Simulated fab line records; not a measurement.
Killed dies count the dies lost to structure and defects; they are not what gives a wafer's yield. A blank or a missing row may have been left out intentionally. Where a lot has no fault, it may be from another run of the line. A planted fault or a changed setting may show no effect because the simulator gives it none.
What tool caused it? || flow gf180mcu || 14 lots, 42 wafers sampled, at 5 steps of a route of 602

== WHAT EACH GAUGE READ, for each wafer ==
GF_M2_CD_MEAS_14: target cd 280 nm.
{"lot": "L542", "measured": "day 19 00:57", "on": "cd-sem-01", "cd-nm (nm)": "283.0 281.2 281.9"}
{"lot": "L544", "measured": "day 19 18:47", "on": "cd-sem-01", "cd-nm (nm)": "278.1 276.6 277.4"}
{"lot": "L545", "measured": "day 20 08:38", "on": "cd-sem-02", "cd-nm (nm)": "282.0 281.8 281.0"}
{"lot": "L546", "measured": "day 20 18:54", "on": "cd-sem-02", "cd-nm (nm)": "218.0 258.6 230.1 218.2 258.9 230.2"}
{"lot": "L547", "measured": "day 21 02:18", "on": "cd-sem-01", "cd-nm (nm)": "213.3 222.5 225.8 213.7 223.3 225.9"}
{"lot": "L550", "measured": "day 21 22:45", "on": "cd-sem-01", "cd-nm (nm)": "279.7 280.7 279.0"}
{"lot": "L556", "measured": "day 24 10:33", "on": "cd-sem-02", "cd-nm (nm)": "280.4 280.6 281.0"}
{"lot": "L557", "measured": "day 24 14:19", "on": "cd-sem-02", "cd-nm (nm)": "280.8 280.5 279.7"}
{"lot": "L558", "measured": "day 25 04:29", "on": "cd-sem-02", "cd-nm (nm)": "279.4 280.8 280.3"}
{"lot": "L559", "measured": "day 25 09:55", "on": "cd-sem-01", "cd-nm (nm)": "282.6 283.4 282.5"}
{"lot": "L560", "measured": "day 25 16:38", "on": "cd-sem-02", "cd-nm (nm)": "279.2 279.3 280.3"}
{"lot": "L562", "measured": "day 26 06:41", "on": "cd-sem-01", "cd-nm (nm)": "278.1 277.2 278.5"}
{"lot": "L564", "measured": "day 26 18:34", "on": "cd-sem-01", "cd-nm (nm)": "281.3 283.0 281.8"}
{"lot": "L565", "measured": "day 27 02:24", "on": "cd-sem-01", "cd-nm (nm)": "281.1 281.2 282.5"}

GF_V2_THK_MEAS_03.
{"lot": "L542", "measured": "day 19 01:57", "on": "film-metro-01", "V2_CVD_02_THK (nm)": "826 848 856"}
{"lot": "L544", "measured": "day 19 19:47", "on": "film-metro-01", "V2_CVD_02_THK (nm)": "835 833 851"}
{"lot": "L545", "measured": "day 20 09:39", "on": "film-metro-04", "V2_CVD_02_THK (nm)": "853 835 862"}
{"lot": "L546", "measured": "day 21 01:11", "on": "film-metro-04", "V2_CVD_02_THK (nm)": 843}
{"lot": "L550", "measured": "day 21 23:47", "on": "film-metro-04", "V2_CVD_02_THK (nm)": "831 836 852"}
{"lot": "L556", "measured": "day 24 11:35", "on": "film-metro-04", "V2_CVD_02_THK (nm)": "842 854 854"}
{"lot": "L557", "measured": "day 24 15:20", "on": "film-metro-01", "V2_CVD_02_THK (nm)": "834 847 853"}
{"lot": "L558", "measured": "day 25 05:32", "on": "film-metro-04", "V2_CVD_02_THK (nm)": "848 848 870"}
{"lot": "L559", "measured": "day 25 10:54", "on": "film-metro-01", "V2_CVD_02_THK (nm)": "837 850 852"}
{"lot": "L560", "measured": "day 25 17:47", "on": "film-metro-04", "V2_CVD_02_THK (nm)": "837 851 855"}
{"lot": "L562", "measured": "day 26 07:52", "on": "film-metro-01", "V2_CVD_02_THK (nm)": "839 854 849"}
{"lot": "L564", "measured": "day 26 19:33", "on": "film-metro-01", "V2_CVD_02_THK (nm)": "834 868 845"}
{"lot": "L565", "measured": "day 27 03:25", "on": "film-metro-01", "V2_CVD_02_THK (nm)": "855 854 867"}

== EACH LOT AND THE TOOL THAT RAN IT (in order: tool; ch and the chambers of the sampled wafers; start) ==
{"lot": "L542", "GF_V1_CMP_04": "cmp-02 ch 0,1, day 17 00:06", "GF_M2_EXPOSE_11": "krf-scanner-02 ch 0, day 18 12:44", "GF_M2_STRIP_17": "plasma-asher-04 ch 0,1, day 19 01:12"}
{"lot": "L544", "GF_V1_CMP_04": "cmp-01 ch 0,1,3, day 17 17:50", "GF_M2_EXPOSE_11": "krf-scanner-02 ch 0, day 19 07:02", "GF_M2_STRIP_17": "plasma-asher-02 ch 0,1, day 19 19:03"}
{"lot": "L545", "GF_V1_CMP_04": "cmp-02 ch 2,3, day 18 06:48", "GF_M2_EXPOSE_11": "krf-scanner-02 ch 0, day 19 21:00", "GF_M2_STRIP_17": "plasma-asher-04 ch 0,1, day 20 08:53"}
{"lot": "L546", "GF_V1_CMP_04": "cmp-01 ch 2,3, day 18 16:34", "GF_M2_EXPOSE_11": "krf-scanner-02 ch 0, day 20 06:52", "GF_M2_STRIP_17": "plasma-asher-01 ch 0,1, day 21 00:22"}
{"lot": "L547", "GF_V1_CMP_04": "cmp-02 ch 0,1,2, day 19 00:35", "GF_M2_EXPOSE_11": "krf-scanner-02 ch 0, day 20 14:40", "GF_M2_STRIP_17": "plasma-asher-04 ch 0,1, day 21 11:38"}
{"lot": "L550", "GF_V1_CMP_04": "cmp-01 ch 0,2, day 19 21:27", "GF_M2_EXPOSE_11": "krf-scanner-01 ch 0, day 21 11:22", "GF_M2_STRIP_17": "plasma-asher-02 ch 0,1, day 21 23:00"}
{"lot": "L556", "GF_V1_CMP_04": "cmp-01 ch 0,2,3, day 22 10:43", "GF_M2_EXPOSE_11": "krf-scanner-01 ch 0, day 23 23:23", "GF_M2_STRIP_17": "plasma-asher-01 ch 0, day 24 10:48"}
{"lot": "L557", "GF_V1_CMP_04": "cmp-01 ch 0,2,3, day 22 15:17", "GF_M2_EXPOSE_11": "krf-scanner-02 ch 0, day 24 03:32", "GF_M2_STRIP_17": "plasma-asher-02 ch 0,1, day 24 14:34"}
{"lot": "L558", "GF_V1_CMP_04": "cmp-02 ch 0,3, day 23 06:50", "GF_M2_EXPOSE_11": "krf-scanner-01 ch 0, day 24 18:31", "GF_M2_STRIP_17": "plasma-asher-02 ch 0,1, day 25 04:46"}
{"lot": "L559", "GF_V1_CMP_04": "cmp-01 ch 0,2, day 23 12:35", "GF_M2_EXPOSE_11": "krf-scanner-02 ch 0, day 24 23:32", "GF_M2_STRIP_17": "plasma-asher-01 ch 0,1, day 25 10:09"}
{"lot": "L560", "GF_V1_CMP_04": "cmp-01 ch 0,2, day 23 18:05", "GF_M2_EXPOSE_11": "krf-scanner-01 ch 0, day 25 05:55", "GF_M2_STRIP_17": "plasma-asher-02 ch 0,1, day 25 17:01"}
{"lot": "L562", "GF_V1_CMP_04": "cmp-01 ch 0,1,2, day 24 08:29", "GF_M2_EXPOSE_11": "krf-scanner-02 ch 0, day 25 20:07", "GF_M2_STRIP_17": "plasma-asher-02 ch 0,1, day 26 07:04"}
{"lot": "L564", "GF_V1_CMP_04": "cmp-02 ch 0,1, day 24 22:20", "GF_M2_EXPOSE_11": "krf-scanner-01 ch 0, day 26 08:32", "GF_M2_STRIP_17": "plasma-asher-01 ch 0,1, day 26 18:49"}
{"lot": "L565", "GF_V1_CMP_04": "cmp-02 ch 0,2,3, day 25 06:21", "GF_M2_EXPOSE_11": "krf-scanner-02 ch 0, day 26 16:31", "GF_M2_STRIP_17": "plasma-asher-04 ch 0,1, day 27 02:38"}
- GF_V1_CMP_04: polishes SiO2.
- GF_M2_EXPOSE_11: exposes mask Metal2, target cd 280 nm.
- GF_M2_STRIP_17: strips in O2/N2.

== AS READ BY THE TOOLS THEMSELVES (means over the sampled wafers that have a number; for cases with no such wafer, the mark the record gives instead) ==
GF_V1_CMP_04.
{"lot": "L542", "tool": "cmp-02", "motor-current-A (A)": 12.6, "time-to-endpoint-s (s)": 78}
{"lot": "L544", "tool": "cmp-01", "motor-current-A (A)": 12.0, "time-to-endpoint-s (s)": 76}
{"lot": "L545", "tool": "cmp-02", "motor-current-A (A)": 10.4, "time-to-endpoint-s (s)": 84}
{"lot": "L546", "tool": "cmp-01", "motor-current-A (A)": 11.7, "time-to-endpoint-s (s)": 77}
{"lot": "L547", "tool": "cmp-02", "motor-current-A (A)": 12.5, "time-to-endpoint-s (s)": 71}
{"lot": "L550", "tool": "cmp-01", "motor-current-A (A)": 11.3, "time-to-endpoint-s (s)": 76}
{"lot": "L556", "tool": "cmp-01", "motor-current-A (A)": 12.0, "time-to-endpoint-s (s)": 83}
{"lot": "L557", "tool": "cmp-01", "motor-current-A (A)": 12.0, "time-to-endpoint-s (s)": 78}
{"lot": "L558", "tool": "cmp-02", "motor-current-A (A)": 11.6, "time-to-endpoint-s (s)": 76}
{"lot": "L559", "tool": "cmp-01", "motor-current-A (A)": 11.4, "time-to-endpoint-s (s)": 75}
{"lot": "L560", "tool": "cmp-01", "motor-current-A (A)": 12.0, "time-to-endpoint-s (s)": 76}
{"lot": "L562", "tool": "cmp-01", "motor-current-A (A)": 11.6, "time-to-endpoint-s (s)": 68}
{"lot": "L564", "tool": "cmp-02", "motor-current-A (A)": 12.4, "time-to-endpoint-s (s)": 78}
{"lot": "L565", "tool": "cmp-02", "motor-current-A (A)": 11.9, "time-to-endpoint-s (s)": 85}

GF_M2_EXPOSE_11.
{"lot": "L542", "tool": "krf-scanner-02", "focus-offset-nm (nm)": -0.0}
{"lot": "L544", "tool": "krf-scanner-02", "focus-offset-nm (nm)": 0.7}
{"lot": "L545", "tool": "krf-scanner-02", "focus-offset-nm (nm)": 0.4}
{"lot": "L546", "tool": "krf-scanner-02", "focus-offset-nm (nm)": 0.0}
{"lot": "L547", "tool": "krf-scanner-02", "focus-offset-nm (nm)": 0.7}
{"lot": "L550", "tool": "krf-scanner-01", "focus-offset-nm (nm)": -0.1}
{"lot": "L556", "tool": "krf-scanner-01", "focus-offset-nm (nm)": -0.1}
{"lot": "L557", "tool": "krf-scanner-02", "focus-offset-nm (nm)": -0.5}
{"lot": "L558", "tool": "krf-scanner-01", "focus-offset-nm (nm)": 0.1}
{"lot": "L559", "tool": "krf-scanner-02", "focus-offset-nm (nm)": 0.2}
{"lot": "L560", "tool": "krf-scanner-01", "focus-offset-nm (nm)": -0.1}
{"lot": "L562", "tool": "krf-scanner-02", "focus-offset-nm (nm)": -0.3}
{"lot": "L564", "tool": "krf-scanner-01", "focus-offset-nm (nm)": -0.5}
{"lot": "L565", "tool": "krf-scanner-02", "focus-offset-nm (nm)": -0.3}

GF_M2_STRIP_17.
{"lot": "L542", "tool": "plasma-asher-04", "drypump-motor-current-A (A)": 6.0, "heater-power-w (W)": 338, "oes-product-au (a.u.)": 0.559, "strip-time-to-endpoint-s (s)": 7.91}
{"lot": "L544", "tool": "plasma-asher-02", "drypump-motor-current-A (A)": 5.7, "heater-power-w (W)": 333, "oes-product-au (a.u.)": 0.559, "strip-time-to-endpoint-s (s)": 7.86}
{"lot": "L545", "tool": "plasma-asher-04", "drypump-motor-current-A (A)": 6.0, "heater-power-w (W)": 339, "oes-product-au (a.u.)": 0.562, "strip-time-to-endpoint-s (s)": 7.94}
{"lot": "L546", "tool": "plasma-asher-01", "drypump-motor-current-A (A)": 5.7, "heater-power-w (W)": 342, "oes-product-au (a.u.)": 0.557, "strip-time-to-endpoint-s (s)": 7.87}
{"lot": "L547", "tool": "plasma-asher-04", "drypump-motor-current-A (A)": 6.0, "heater-power-w (W)": 328, "oes-product-au (a.u.)": 0.553, "strip-time-to-endpoint-s (s)": 7.91}
{"lot": "L550", "tool": "plasma-asher-02", "drypump-motor-current-A (A)": 5.5, "heater-power-w (W)": 331, "oes-product-au (a.u.)": 0.551, "strip-time-to-endpoint-s (s)": 7.81}
{"lot": "L556", "tool": "plasma-asher-01", "drypump-motor-current-A (A)": 5.3, "heater-power-w (W)": 337, "oes-product-au (a.u.)": 0.555, "strip-time-to-endpoint-s (s)": 7.87}
{"lot": "L557", "tool": "plasma-asher-02", "drypump-motor-current-A (A)": 5.7, "heater-power-w (W)": 333, "oes-product-au (a.u.)": 0.553, "strip-time-to-endpoint-s (s)": 7.80}
{"lot": "L558", "tool": "plasma-asher-02", "drypump-motor-current-A (A)": 5.7, "heater-power-w (W)": 337, "oes-product-au (a.u.)": 0.557, "strip-time-to-endpoint-s (s)": 7.88}
{"lot": "L559", "tool": "plasma-asher-01", "drypump-motor-current-A (A)": 5.8, "heater-power-w (W)": 343, "oes-product-au (a.u.)": 0.555, "strip-time-to-endpoint-s (s)": 7.82}
{"lot": "L560", "tool": "plasma-asher-02", "drypump-motor-current-A (A)": 5.4, "heater-power-w (W)": 327, "oes-product-au (a.u.)": 0.559, "strip-time-to-endpoint-s (s)": 7.97}
{"lot": "L562", "tool": "plasma-asher-02", "drypump-motor-current-A (A)": 5.7, "heater-power-w (W)": 338, "oes-product-au (a.u.)": 0.559, "strip-time-to-endpoint-s (s)": 7.93}
{"lot": "L564", "tool": "plasma-asher-01", "drypump-motor-current-A (A)": 5.7, "heater-power-w (W)": 351, "oes-product-au (a.u.)": 0.555, "strip-time-to-endpoint-s (s)": 7.89}
{"lot": "L565", "tool": "plasma-asher-04", "drypump-motor-current-A (A)": 6.0, "heater-power-w (W)": 330, "oes-product-au (a.u.)": 0.561, "strip-time-to-endpoint-s (s)": 7.90}

== THE ANSWER, worked out from the rows above alone ==
Rule: the usual values come from the lots themselves. Put in order of their means at a reading, lots are off if they are a third of the lots or fewer, leave a main group of 4 or more, and stand apart from it by a gap of 3 or more times the standard deviation of the main group's means; of several such gaps the widest counts. If all means in a main group match to the digits the tables above print for the reading, that group is not used. A lot without any number at a reading at which 4 lots or more have one is off too. The other lots that the step has rows for count as sound. First the gauges in route order, then the tools' own readings, where a lot's mean is used as printed above. The first step at which some lot is off is used, and at that step the reading that is off furthest; a lot without a number counts as furthest.
Off, at GF_M2_CD_MEAS_14 on cd-nm: L546, L547. The main group has a mean of 280.5 nm with a standard deviation of 1.6.
If a tool, at a process step before that reading, ran all the lots that are off and no sound lot after the first of them, it fits. The gauges at GF_M2_CD_MEAS_14 are tried like those tools. Not one of the candidates tried fits.

== WHAT THE SIMULATOR HAD PUT IN ==
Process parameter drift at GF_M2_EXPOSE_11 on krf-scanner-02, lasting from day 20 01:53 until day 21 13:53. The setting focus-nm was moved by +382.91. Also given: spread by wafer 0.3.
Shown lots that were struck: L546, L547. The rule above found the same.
